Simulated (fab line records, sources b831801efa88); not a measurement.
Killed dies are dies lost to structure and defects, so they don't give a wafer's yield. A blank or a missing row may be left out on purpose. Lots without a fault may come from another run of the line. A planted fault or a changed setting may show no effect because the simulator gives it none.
fab line records | flow sky130
record lots=10 wafers=30 last_day=50
route steps=708 shown LOCAL_INTERCONNECT@401 CONTACT@421 METAL1@434
lots that met no fault: from a run of the same line without faults
start_h: hours from the record's first day to the start of the lot's first wafer shown | wait_h: hours since the lot's step before | " the same as in the row above | L1.1+2: a row that stands for several wafers | - no value, or no start given | * or withheld: withheld | < > ~ a bound
route shown NAME@n: a module of which the file shows steps, and the number in the route of the first | usual: mean/standard deviation of fault-free wafers | same: alike in all rows | chamber/n: place in a boat | sites: the reading at each site | _std_site: their standard deviation | _edge_site: outer sites' mean less inner sites' | radius_mm: how far each site lies from the wafer's centre | mask NAME#n: copy n | behind: the tool/chamber that last shaped the wafer | hold: why the lot was held/for how many hours/how that ended | device: the transistor (n, p or np) that didn't switch | end of line: the same wafers' tests at the end of the route | a step without rows: its recipe alone | killed: dies lost to structure and defects at the first sort, not the wafer's yield | map: a wafer's dies, x killed, . not, _ none there
set.NAME: the setting as run; set.NAME@STEP: as run at that earlier step | model.NAME: the simulator's own value behind a step, which no gauge read
steps of the route over a sample of lots; a table a step, a row a wafer
services: from which hour (start_h, from the record's first day; less than 0 if before it) a tool's chamber was out of use, for how many hours, and why
## steps
# step SKY_LOCAL_INTERCONNECT_METAL_ETCH_14
# recipe target_depth_nm=110 stop_on=PSG chemistry=Cl2/BCl3 target=TiN resist_sidewall_deg=88 pressure_mtorr=10 icp_w=900 bias_w=48.5 Cl2_flow_sccm=60 bcl3_flow_sccm=30 time_s=31.4
# usual drypump_motor_current_A=5.8/0.45 mfc_cl2_sccm=59.99/0.17 oes_product_au=0.942/0.0074 throttle_valve_pct=21.899/0.01
# columns lot.wafer tool chamber start_h wait_h drypump_motor_current_A mfc_cl2_sccm oes_product_au rf_hours_counter_h throttle_valve_pct
L213.1 rie_metal-04 1 731.59 0.0 6.0 59.85 0.937 2 21.899
L213.3 " 0 " " 5.2 59.72 0.926 - 21.893
L213.5 " 0 " " 5.2 60.07 0.931 - 21.919
L216.2 rie_metal-03 0 746.67 0.0 6.5 59.68 0.948 6 21.888
L216.5 " 1 " " 6.1 59.76 0.951 - 21.872
L216.6 " 0 " " 6.5 59.95 0.940 - 21.893
L217.4 rie_metal-03 1 763.84 0.0 6.0 59.97 0.953 - 21.891
L217.5 " 1 " " 6.0 59.94 0.942 - 21.902
L217.6 " 0 " " 6.5 60.01 0.950 - 21.900
L219.2 rie_metal-03 1 774.73 0.0 6.1 60.15 0.946 3 21.877
L219.4 " 1 " " 6.1 60.31 0.947 - 21.899
L219.5 " 0 " " 6.6 59.84 0.946 - 21.889
L225.3 rie_metal-02 0 814.49 0.0 5.6 59.89 0.936 - 21.902
L225.4 " 1 " " 5.4 60.15 0.937 - 21.904
L225.6 " 1 " " 5.4 60.06 0.934 - 21.909
L228.1 rie_metal-04 0 838.89 0.0 5.2 59.81 0.950 10 21.878
L228.4 " 0 " " 5.2 60.07 0.946 - 21.908
L228.5 " 0 " " 5.2 60.12 0.941 - 21.903
L231.1 rie_metal-02 1 855.59 0.0 5.3 60.10 0.939 3 21.913
L231.2 " 0 " " 5.6 60.11 0.946 2 21.905
L231.4 " 1 " " 5.3 60.12 0.947 - 21.895
L232.1 rie_metal-02 0 865.35 0.1 5.6 59.92 0.946 2 21.907
L232.5 " 1 " " 5.4 60.00 0.947 - 21.900
L232.6 " 0 " " 5.6 60.06 0.946 - 21.888
L233.3 rie_metal-03 0 867.62 0.0 6.5 59.78 0.942 - 21.900
L233.5 " 0 " " 6.5 60.04 0.936 - 21.896
L233.6 " 1 " " 6.0 59.80 0.938 - 21.888
L234.2 rie_metal-03 1 879.94 0.0 6.0 59.74 0.934 7 21.910
L234.4 " 0 " " 6.5 59.96 0.942 - 21.914
L234.5 " 0 " " 6.6 59.94 0.940 - 21.916
# step SKY_CONTACT_OVL_MEAS_15
# usual CONTACT_OVL=2/5.9
# columns lot.wafer tool chamber start_h wait_h CONTACT_OVL[nm]
L213.1 overlay-01 - 760.23 0.1 15
L213.3 " - " " 2
L213.5 " - " " 6
L216.2 overlay-02 - 774.72 0.1 -9
L216.5 " - " " -5
L216.6 " - " " -2
L217.4 overlay-01 - 791.64 0.1 -5
L217.5 " - " " 2
L217.6 " - " " -4
L219.2 overlay-02 - 802.23 0.1 0
L219.4 " - " " 0
L219.5 " - " " -3
L225.3 overlay-02 - 842.29 0.1 -4
L225.4 " - " " -6
L225.6 " - " " -2
L228.1 overlay-01 - 866.17 0.1 -1
L228.4 " - " " -5
L228.5 " - " " 0
L231.1 overlay-01 - 883.48 0.1 12
L231.2 " - " " 3
L231.4 " - " " 13
L232.1 overlay-02 - 892.43 0.1 6
L232.5 " - " " 4
L232.6 " - " " 0
L233.3 overlay-01 - 894.48 0.1 5
L233.5 " - " " 8
L233.6 " - " " 10
L234.2 overlay-01 - 906.28 0.1 10
L234.4 " - " " 19
L234.5 " - " " 15
# step SKY_CONTACT_CVD_24
# recipe material=W target_thk_nm=340 time_s=102.12 temp_c=400 pressure_torr=40
# usual chamber_pressure_Torr=39.99/0.09 heater_power_outer_w=514/79 heater_power_w=816/120
# columns lot.wafer tool chamber start_h wait_h chamber_pressure_Torr heater_power_outer_w heater_power_w
L213.1 cvd_w-01 1 761.05 0.0 39.76 415 679
L213.3 " 1 " " 40.00 418 662
L213.5 " 0 " " 40.11 546 836
L216.2 cvd_w-01 1 775.54 0.0 39.95 418 661
L216.5 " 0 " " 40.17 549 825
L216.6 " 1 " " 39.90 431 659
L217.4 cvd_w-01 1 792.48 0.1 39.89 431 662
L217.5 " 0 " " 40.10 564 834
L217.6 " 1 " " 39.97 425 669
L219.2 cvd_w-01 0 803.08 0.0 39.97 561 823
L219.4 " 1 " " 39.83 419 652
L219.5 " 0 " " 39.97 547 857
L225.3 cvd_w-02 0 843.18 0.1 40.02 628 1012
L225.4 " 1 " " 40.03 472 776
L225.6 " 1 " " 40.11 457 788
L228.1 cvd_w-02 0 866.99 0.0 39.89 626 1028
L228.4 " 0 " " 40.05 643 1003
L228.5 " 0 " " 40.19 637 1026
L231.1 cvd_w-01 0 884.30 0.0 40.00 565 831
L231.2 " 1 " " 39.90 436 667
L231.4 " 1 " " 39.98 422 667
L232.1 cvd_w-02 1 893.25 0.0 39.97 470 806
L232.5 " 0 " " 39.99 628 1001
L232.6 " 1 " " 39.95 473 792
L233.3 cvd_w-01 0 895.33 0.1 39.98 572 834
L233.5 " 0 " " 39.84 556 840
L233.6 " 1 " " 40.01 417 663
L234.2 cvd_w-02 1 907.11 0.0 39.92 466 791
L234.4 " 1 " " 39.99 475 790
L234.5 " 0 " " 40.05 627 1018
# step SKY_CONTACT_RS_MEAS_25
# recipe thk_meas_gauge=four-point-probe reads=W_of_CONTACT_CVD_24+TiN_of_CONTACT_SPUTTER_23
# usual CONTACT_W_RS=0.338/0.006
# columns lot.wafer tool chamber start_h wait_h CONTACT_W_RS[ohm/sq]
L213.1 film_metro-01 - 761.16 0.1 0.337
L213.3 " - " " 0.339
L213.5 " - " " 0.333
L216.2 film_metro-02 - 775.67 0.1 0.344
L216.5 " - " " 0.336
L216.6 " - " " 0.348
L217.4 film_metro-04 - 792.61 0.1 0.341
L217.5 " - " " 0.329
L217.6 " - " " 0.338
L219.2 film_metro-01 - 803.21 0.1 0.331
L219.4 " - " " 0.344
L219.5 " - " " 0.335
L225.3 film_metro-04 - 843.29 0.1 0.344
L225.4 " - " " 0.342
L225.6 " - " " 0.341
L228.1 film_metro-01 - 867.10 0.1 0.341
L228.4 " - " " 0.342
L228.5 " - " " 0.342
L231.1 film_metro-04 - 884.41 0.1 0.438
L231.2 " - " " 0.452
L231.4 " - " " 0.449
L232.1 film_metro-04 - 893.36 0.1 0.344
L232.5 " - " " 0.348
L232.6 " - " " 0.346
L233.3 film_metro-04 - 895.44 0.1 0.433
L233.5 " - " " 0.438
L233.6 " - " " 0.451
L234.2 film_metro-02 - 907.24 0.1 0.337
L234.4 " - " " 0.343
L234.5 " - " " 0.342
# step SKY_CONTACT_THK_MEAS_26
# recipe thk_meas_gauge=xrf reads=W_of_CONTACT_CVD_24
# usual CONTACT_W_THK=334/7.1
# columns lot.wafer tool chamber start_h wait_h CONTACT_W_THK[nm]
L213.1 film_metro-01 - 761.28 0.1 332
L213.3 " - " " 328
L213.5 " - " " 333
L216.2 film_metro-02 - 775.78 0.1 324
L216.5 " - " " 332
L216.6 " - " " 322
L217.4 film_metro-04 - 792.70 0.1 334
L217.5 " - " " 347
L217.6 " - " " 335
L219.2 film_metro-01 - 803.32 0.1 336
L219.4 " - " " 327
L219.5 " - " " 335
L225.3 film_metro-04 - 843.39 0.1 334
L225.4 " - " " 336
L225.6 " - " " 338
L228.1 film_metro-01 - 867.22 0.1 328
L228.4 " - " " 325
L228.5 " - " " 327
L231.1 film_metro-04 - 884.53 0.1 260
L231.2 " - " " 255
L231.4 " - " " 256
L232.1 film_metro-04 - 893.48 0.1 327
L232.5 " - " " 322
L232.6 " - " " 326
L233.3 film_metro-04 - 895.54 0.1 260
L233.5 " - " " 257
L233.6 " - " " 252
L234.2 film_metro-02 - 907.35 0.1 333
L234.4 " - " " 328
L234.5 " - " " 329
# step SKY_CONTACT_CMP_27
# recipe stop_on=SiO2 t_overpolish_s=15 down_force_psi=3.5 platen_rpm=60 target_thk_nm=0 pad_velocity_m_s=0.94248
# usual motor_current_A=10.7/0.87 slurry_filter_dp_kPa=13.50/0.14 time_to_endpoint_s=81.4/2.9
# columns lot.wafer tool chamber start_h wait_h motor_current_A slurry_filter_dp_kPa time_to_endpoint_s
L213.3 cmp-01 3 761.39 0.1 10.2 13.47 76.9
L213.1 " 0 " " 10.7 13.51 82.3
L213.5 " 3 " " 10.3 13.55 79.6
L216.2 cmp-02 2 775.88 0.1 11.1 13.37 82.5
L216.5 " 1 " " 10.0 13.62 87.0
L216.6 " 2 " " 10.5 13.42 84.6
L217.4 cmp-02 1 792.83 0.1 9.4 13.32 82.0
L217.5 " 3 " " 10.2 13.37 83.1
L217.6 " 0 " " 11.9 13.61 80.9
L219.2 cmp-01 0 803.42 0.1 10.6 13.59 87.7
L219.4 " 1 " " 10.3 13.26 84.7
L219.5 " 3 " " 10.5 13.61 83.6
L225.3 cmp-02 3 843.43 0.0 10.2 13.41 82.9
L225.4 " 1 " " 9.6 13.48 83.4
L225.6 " 3 " " 10.4 13.78 81.1
L228.1 cmp-02 3 867.28 0.1 10.4 13.61 81.5
L228.4 " 2 " " 11.8 13.64 82.8
L228.5 " 3 " " 10.1 13.41 82.6
L231.2 cmp-02 1 884.59 0.0 9.7 13.23 63.2
L231.1 " 2 " " 10.7 13.36 64.3
L231.4 " 0 " " 12.2 13.32 62.9
L232.1 cmp-01 0 893.59 0.1 10.2 13.43 83.3
L232.5 " 3 " " 10.9 13.51 76.2
L232.6 " 0 " " 10.4 13.61 82.8
L233.3 cmp-01 0 895.68 0.1 10.4 13.57 65.0
L233.5 " 2 " " 11.7 13.60 62.6
L233.6 " 3 " " 10.2 13.49 58.4
L234.4 cmp-01 1 907.40 0.0 10.3 13.43 82.7
L234.2 " 2 " " 12.0 13.65 79.7
L234.5 " 1 " " 9.5 13.60 81.7
# step SKY_METAL1_SPUTTER_00
# recipe material=Ti target_thk_nm=15 power_w=3000 time_s=10 chamber_pressure_pa=0.4
# usual cathode_dc_power_W=3000.0/0.56 throttle_valve_pct=30.5/1.1
# columns lot.wafer tool chamber start_h wait_h cathode_dc_power_W throttle_valve_pct
L213.1 pvd_sputter-03 - 761.64 0.1 2998.8 29.8
L213.3 " - " " 2999.5 30.6
L213.5 " - " " 3000.5 30.0
L216.2 pvd_sputter-04 - 776.13 0.2 3000.7 29.3
L216.5 " - " " 3000.3 31.0
L216.6 " - " " 3000.0 29.2
L217.4 pvd_sputter-01 - 793.03 0.1 2999.6 32.1
L217.5 " - " " 3001.0 28.3
L217.6 " - " " 3001.1 31.5
L219.2 pvd_sputter-01 - 803.67 0.2 3000.3 28.4
L219.4 " - " " 2999.9 30.5
L219.5 " - " " 3000.9 32.0
L225.3 pvd_sputter-03 - 843.73 0.2 2999.2 30.0
L225.4 " - " " 3000.1 30.9
L225.6 " - " " 2999.8 29.9
L228.1 pvd_sputter-04 - 867.58 0.2 3000.1 28.5
L228.4 " - " " 3000.4 31.1
L228.5 " - " " 2999.7 31.1
L231.1 pvd_sputter-03 - 884.89 0.2 3000.5 29.4
L231.2 " - " " 3000.6 30.1
L231.4 " - " " 3000.6 30.3
L232.1 pvd_sputter-01 - 893.84 0.2 3000.3 31.3
L232.5 " - " " 3000.5 31.2
L232.6 " - " " 3000.6 30.2
L233.3 pvd_sputter-04 - 895.88 0.1 2998.8 29.2
L233.5 " - " " 2999.2 31.1
L233.6 " - " " 2999.8 29.4
L234.2 pvd_sputter-04 - 907.70 0.2 3000.0 29.3
L234.4 " - " " 2999.0 31.5
L234.5 " - " " 2999.7 30.9
## services
# columns tool chamber start_h hours kind
cmp-01 - 716.86 4.7 pm
cvd_w-01 1 732.66 18.9 repair
cmp-01 - 738.52 3.1 repair
pvd_sputter-01 - 743.41 2.3 repair
cmp-02 - 744.29 4.0 pm
cmp-02 - 745.61 0.8 repair
rie_metal-02 - 748.00 0.7 repair
cmp-02 - 748.29 - consumable_replace:conditioner
cmp-02 - 748.29 - consumable_replace:pad
pvd_sputter-03 - 777.55 8.3 repair
cvd_w-01 - 780.92 1.2 repair
pvd_sputter-03 - 791.39 2.1 repair
pvd_sputter-04 3 797.03 - consumable_replace:kit
pvd_sputter-04 3 797.03 18.0 scheduled_down
cmp-02 - 797.19 1.8 repair
cmp-01 - 797.56 1.1 repair
rie_metal-03 - 808.00 0.1 repair
pvd_sputter-01 - 856.86 5.8 repair
cvd_w-02 - 859.10 2.8 pm
cvd_w-01 1 880.45 2.7 repair
cvd_w-01 - 904.00 14.0 pm
cvd_w-01 0 904.00 14.0 vent_cycle
cvd_w-01 1 904.00 14.0 vent_cycle
cvd_w-02 1 907.24 11.4 repair
## key
first_sign step=SKY_CONTACT_RS_MEAS_25 reading=CONTACT_W_RS direction=up sigmas=18 usual=0.338 struck=0.443
effect step=SKY_CONTACT_THK_MEAS_26 reading=CONTACT_W_THK direction=down sigmas=11 usual=334 struck=256
effect step=SKY_CONTACT_CMP_27 reading=time_to_endpoint_s direction=down sigmas=6.4 usual=* struck=*
met_at SKY_CONTACT_CVD_24
struck_lots L231,L233
tester_left_out L231,L233
not_acting_at SKY_LOCAL_INTERCONNECT_METAL_ETCH_14,SKY_CONTACT_OVL_MEAS_15,SKY_METAL1_SPUTTER_00
onset_between 803.08 884.30
fault kind=process_parameter_drift tool=cvd_w-01 chamber=- onset_h=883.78 steps=SKY_CONTACT_CVD_24 channel=target_thk_nm offset=-87.332 shape=step end_h=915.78 acts_in=these_recipes_only stated=340
# tester_left_out: of these lots the tester's yield and bins aren't shown, on N5 and GAA mostly nor the transistor test; their killed dies are dies lost to structure and defects alone, not to doping, threshold or leakage, so they don't give the yield
